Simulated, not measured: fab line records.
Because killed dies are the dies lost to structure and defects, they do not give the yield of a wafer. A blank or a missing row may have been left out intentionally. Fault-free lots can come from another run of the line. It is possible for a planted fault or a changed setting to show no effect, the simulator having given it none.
Check of tool commonality + flow sky130 + Sample size 14 lots and 42 wafers

REASON FOR OPENING
SKY_METAL5_RS_MEAS_05, reading METAL5_ALCU_RS: flagged on 2 of 14 lots. Fault-free wafers read 0.02714 ohm/sq, with a standard deviation of 0.00027.
Rule: flag the lot when none of its wafers has a number, or when each of its wafers that has one lies beyond 4 standard deviations from that mean. The other lots count as sound.

| lot  | measured     | on            | METAL5_ALCU_RS (ohm/sq), wafer by wafer | flag    |
|------|--------------|---------------|-----------------------------------------|---------|
| L298 | day 42 17:37 | film-metro-04 | 0.02699 0.02723 0.02717                 |         |
| L300 | day 43 00:15 | film-metro-01 | 0.02752 0.02788 0.02742                 |         |
| L299 | day 43 10:30 | film-metro-03 | 0.02742 0.02734 0.02735                 |         |
| L301 | day 43 12:24 | film-metro-03 | 0.02684 0.0273 0.02726                  |         |
| L310 | day 47 21:29 | film-metro-01 | 8.7899 8.793 8.7356                     | FLAGGED |
| L311 | day 47 22:27 | film-metro-01 | 8.7042 8.5938 8.6359                    | FLAGGED |
| L314 | day 47 23:17 | film-metro-04 | 0.02719 0.02731 0.02741                 |         |
| L312 | day 48 00:47 | film-metro-04 | 0.02753 0.02722 0.02735                 |         |
| L317 | day 48 01:58 | film-metro-01 | 0.02719 0.02718 0.02714                 |         |
| L315 | day 48 02:17 | film-metro-01 | 0.02715 0.02686 0.02705                 |         |
| L318 | day 48 02:59 | film-metro-01 | 0.0272 0.0272 0.02705                   |         |
| L319 | day 48 03:28 | film-metro-03 | 0.02731 0.02711 0.02706                 |         |
| L320 | day 48 04:39 | film-metro-01 | 0.02719 0.02704 0.02728                 |         |
| L321 | day 48 07:04 | film-metro-04 | 0.02737 0.02724 0.02747                 |         |
On average the flagged lots read 8.70873 ohm/sq, which is +8.68159 ohm/sq against the usual, or +99 or more standard deviations.

WHICH TOOL RAN EACH LOT
The record holds 1 process step before the reading, out of a route of 708 steps. Read each cell as the tool, then ch plus the chambers that the sampled wafers visited, then the start.
| lot  | flag    | SKY_METAL5_SPUTTER_02        |
|------|---------|------------------------------|
| L298 |         | pvd-sputter-03, day 42 17:29 |
| L300 |         | pvd-sputter-03, day 43 00:05 |
| L299 |         | pvd-sputter-03, day 43 10:23 |
| L301 |         | pvd-sputter-02, day 43 12:17 |
| L310 | FLAGGED | pvd-sputter-01, day 47 21:23 |
| L311 | FLAGGED | pvd-sputter-02, day 47 22:17 |
| L314 |         | pvd-sputter-01, day 47 23:10 |
| L312 |         | pvd-sputter-01, day 48 00:40 |
| L317 |         | pvd-sputter-01, day 48 01:52 |
| L315 |         | pvd-sputter-01, day 48 02:10 |
| L318 |         | pvd-sputter-02, day 48 02:50 |
| L319 |         | pvd-sputter-02, day 48 03:21 |
| L320 |         | pvd-sputter-02, day 48 04:29 |
| L321 |         | pvd-sputter-02, day 48 06:56 |
What the steps here do:
- SKY_METAL5_SPUTTER_02: material AlCu, target thk 1150 nm, time 61.2 s.
- SKY_METAL5_RS_MEAS_05: measures by four-point-probe.

FLAGGED AGAINST TOTAL, ONE TOOL AT A TIME (gauges that did the reading follow at the end)
| step                  | tool           | lots run | flagged | share of the flagged lots | sound lots run after its first flagged lot |
|-----------------------|----------------|----------|---------|---------------------------|--------------------------------------------|
| SKY_METAL5_SPUTTER_02 | pvd-sputter-01 | 5        | 1       | some                      | 4 (L314,L312,L317,L315)                    |
| SKY_METAL5_SPUTTER_02 | pvd-sputter-02 | 6        | 1       | some                      | 4 (L318,L319,L320,L321)                    |
| SKY_METAL5_SPUTTER_02 | pvd-sputter-03 | 3        | 0       | none                      | -                                          |
| SKY_METAL5_RS_MEAS_05 | film-metro-01  | 7        | 2       | all                       | 4 (L317,L315,L318,L320)                    |
| SKY_METAL5_RS_MEAS_05 | film-metro-03  | 3        | 0       | none                      | -                                          |
| SKY_METAL5_RS_MEAS_05 | film-metro-04  | 4        | 0       | none                      | -                                          |

WHAT THE TABLE PERMITS
1 row of the table ran every flagged lot: film-metro-01 at SKY_METAL5_RS_MEAS_05.
- film-metro-01 at SKY_METAL5_RS_MEAS_05 ran 7 lots, 2 of them flagged. After the first flagged lot (L317, L315, L318, L320), sound lots still ran on it; a lasting fault on the whole tool would not permit that.
None of the table's rows ran every flagged lot and, after the first, no sound lot.

WHAT HAD BEEN PUT IN BY THE SIMULATOR
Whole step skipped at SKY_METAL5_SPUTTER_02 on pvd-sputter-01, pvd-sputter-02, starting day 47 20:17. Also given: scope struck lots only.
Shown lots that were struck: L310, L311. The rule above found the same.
